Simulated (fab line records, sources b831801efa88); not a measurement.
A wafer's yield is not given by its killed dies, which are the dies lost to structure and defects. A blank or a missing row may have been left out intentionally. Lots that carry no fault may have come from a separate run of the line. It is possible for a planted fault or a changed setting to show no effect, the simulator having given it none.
What tool caused it?    flow sky130    45 wafers from 15 lots sampled at 3 of the route's 708 steps

## WHAT THE GAUGES READ, wafer by wafer
The record lacks any reading of a measuring or inspecting step that a usual standard deviation could be used to judge.

## TOOL THAT RAN EACH LOT (tool first, then ch and the chambers of the sampled wafers, then the start)
lot   SKY_METAL2_ETCH_18                 SKY_METAL3_SPUTTER_01         SKY_CAPM_CVD_00
L130  rie metal-03 ch 0, day 34 18:27    pvd sputter-01, day 35 23:56  pecvd-03 ch 0,1,2, day 36 00:04
L131  rie metal-04 ch 1, day 35 12:29    pvd sputter-04, day 36 16:51  pecvd-04 ch 0,1,2, day 36 16:59
L132  rie metal-03 ch 0,1, day 35 16:13  pvd sputter-01, day 36 20:46  pecvd-04 ch 1,2, day 36 20:54
L134  rie metal-02 ch 0,1, day 36 07:32  pvd sputter-03, day 37 11:31  pecvd-04 ch 0,1,2, day 37 11:39
L135  rie metal-04 ch 0,1, day 36 19:20  pvd sputter-03, day 37 23:49  pecvd-01 ch 0,1,2, day 37 23:56
L136  rie metal-04 ch 0, day 37 15:58    pvd sputter-04, day 38 19:50  pecvd-01 ch 0,2, day 38 19:58
L140  rie metal-02 ch 0,1, day 38 11:59  pvd sputter-01, day 39 15:31  pecvd-03 ch 0,1, day 39 15:39
L141  rie metal-04 ch 1, day 38 15:17    pvd sputter-03, day 39 19:11  pecvd-01 ch 0,2, day 39 19:19
L142  rie metal-02 ch 1, day 38 23:19    pvd sputter-01, day 40 03:04  pecvd-03 ch 1,2, day 40 03:12
L146  rie metal-02 ch 0,1, day 40 05:17  pvd sputter-01, day 41 09:24  pecvd-03 ch 0,1,2, day 41 09:32
L147  rie metal-03 ch 0,1, day 40 09:29  pvd sputter-03, day 41 13:34  pecvd-01 ch 0,1, day 41 13:41
L149  rie metal-03 ch 0,1, day 40 18:44  pvd sputter-01, day 42 06:38  pecvd-03 ch 0,1,2, day 42 06:46
L150  rie metal-02 ch 0, day 40 23:37    pvd sputter-01, day 42 09:06  pecvd-04 ch 1, day 42 09:14
L151  rie metal-04 ch 0,1, day 41 05:37  pvd sputter-01, day 42 12:49  pecvd-03 ch 0,1,2, day 42 12:57
L153  rie metal-02 ch 0,1, day 43 05:27  pvd sputter-03, day 44 07:18  pecvd-03 ch 1,2, day 44 07:26
- SKY_METAL2_ETCH_18: etches BARC in N2/H2, stops on SiO2, time 45.9 s, target depth 60 nm.
- SKY_METAL3_SPUTTER_01: material TiN, target thk 20 nm, time 16.7 s.
- SKY_CAPM_CVD_00: deposits SiO2, target thk 15.5 nm.

## AS READ BY THE TOOLS THEMSELVES (means over the sampled wafers that have a number; for cases with no such wafer, the mark the record gives instead)
SKY_METAL2_ETCH_18. Usual: drypump motor current A 5.5 A, standard deviation 0.48; oes product au 0.855 a.u., standard deviation 0.0044; throttle valve pct 13.225 %, standard deviation 0.0086.
lot   tool          drypump motor current A (A)  oes product au (a.u.)  throttle valve pct (%)  flag
L130  rie metal-03  5.0                          0.854                  13.218                  
L131  rie metal-04  6.3                          0.860                  13.216                  
L132  rie metal-03  5.2                          0.855                  13.226                  
L134  rie metal-02  5.2                          0.860                  13.229                  
L135  rie metal-04  6.2                          0.854                  13.233                  
L136  rie metal-04  6.1                          0.853                  13.223                  
L140  rie metal-02  5.2                          0.854                  13.228                  
L141  rie metal-04  6.3                          0.858                  13.222                  
L142  rie metal-02  5.1                          0.856                  13.231                  
L146  rie metal-02  5.2                          0.852                  13.224                  
L147  rie metal-03  5.2                          0.853                  13.216                  
L149  rie metal-03  5.2                          0.850                  13.224                  
L150  rie metal-02  5.3                          0.855                  13.215                  
L151  rie metal-04  6.2                          0.855                  13.229                  
L153  rie metal-02  5.2                          0.849                  13.220                  

SKY_METAL3_SPUTTER_01. Usual: cathode dc power W 6500.1 W, standard deviation 1.3; chamber pressure pa 0.4000 Pa, standard deviation 0.00085; throttle valve pct 30.1 %, standard deviation 1.1.
lot   tool            cathode dc power W (W)  chamber pressure pa (Pa)  throttle valve pct (%)  flag
L130  pvd sputter-01  6498.0                  0.4001                    30.7                    
L131  pvd sputter-04  6500.0                  0.4007                    29.7                    
L132  pvd sputter-01  6500.4                  0.3997                    30.5                    
L134  pvd sputter-03  6500.1                  0.4007                    29.1                    
L135  pvd sputter-03  6500.9                  0.3993                    29.0                    
L136  pvd sputter-04  6500.2                  0.4003                    31.4                    
L140  pvd sputter-01  6498.5                  0.3997                    30.4                    
L141  pvd sputter-03  6500.2                  0.4004                    29.2                    
L142  pvd sputter-01  6500.1                  0.4001                    30.5                    
L146  pvd sputter-01  6499.7                  0.4008                    30.6                    
L147  pvd sputter-03  6499.4                  0.4008                    29.2                    
L149  pvd sputter-01  -                       -                         -                       OFF
L150  pvd sputter-01  -                       -                         -                       OFF
L151  pvd sputter-01  -                       -                         -                       OFF
L153  pvd sputter-03  6501.1                  0.3995                    29.1                    

SKY_CAPM_CVD_00. Usual: heater power outer w 393 W, standard deviation 61; heater power w 660 W, standard deviation 90.
lot   tool      heater power outer w (W)  heater power w (W)  flag
L130  pecvd-03  429                       709                 
L131  pecvd-04  383                       666                 
L132  pecvd-04  341                       597                 
L134  pecvd-04  399                       682                 
L135  pecvd-01  405                       646                 
L136  pecvd-01  354                       571                 
L140  pecvd-03  388                       650                 
L141  pecvd-01  376                       600                 
L142  pecvd-03  381                       666                 
L146  pecvd-03  412                       686                 
L147  pecvd-01  326                       557                 
L149  pecvd-03  444                       718                 
L150  pecvd-04  355                       640                 
L151  pecvd-03  443                       737                 
L153  pecvd-03  402                       691                 

## THE ANSWER, worked out from the rows above alone
Rule: a lot counts as off when the mean over its wafers that have a number is more than 3 standard deviations away from the usual mean. Also off: a lot with no number at a reading for which 4 or more lots have one. Where the step has rows for the other lots, those lots are counted as sound. The gauges are gone through in route order, then the tools' own readings, and for those a lot's mean is taken as printed above. At the first step where some lot is off, the reading lying furthest off is the one used; lots without a number count as furthest.
Off: L149, L150, L151, at SKY_METAL3_SPUTTER_01 (cathode dc power W). Without a number there: L149, L150, L151.
If a tool, at that step or one of the process steps before it, ran each lot that is off and ran no sound lot following the first of them, it fits. One fits: SKY_METAL3_SPUTTER_01 on pvd sputter-01. A fault onset in the window from L146 (day 41 09:24, its last sound lot) to L149 (day 42 06:38, its first lot off) fits.
Blank at SKY_METAL3_SPUTTER_01 on the lots that are off, where sound lots have numbers: cathode dc power W, chamber pressure pa, throttle valve pct.

## WHAT THE SIMULATOR HAD PUT IN
At SKY_METAL3_SPUTTER_01, the step was skipped entirely on pvd sputter-01 from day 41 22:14 on. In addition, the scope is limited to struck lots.
Struck lots among those shown: L149, L150, L151. Same finding as the rule above.
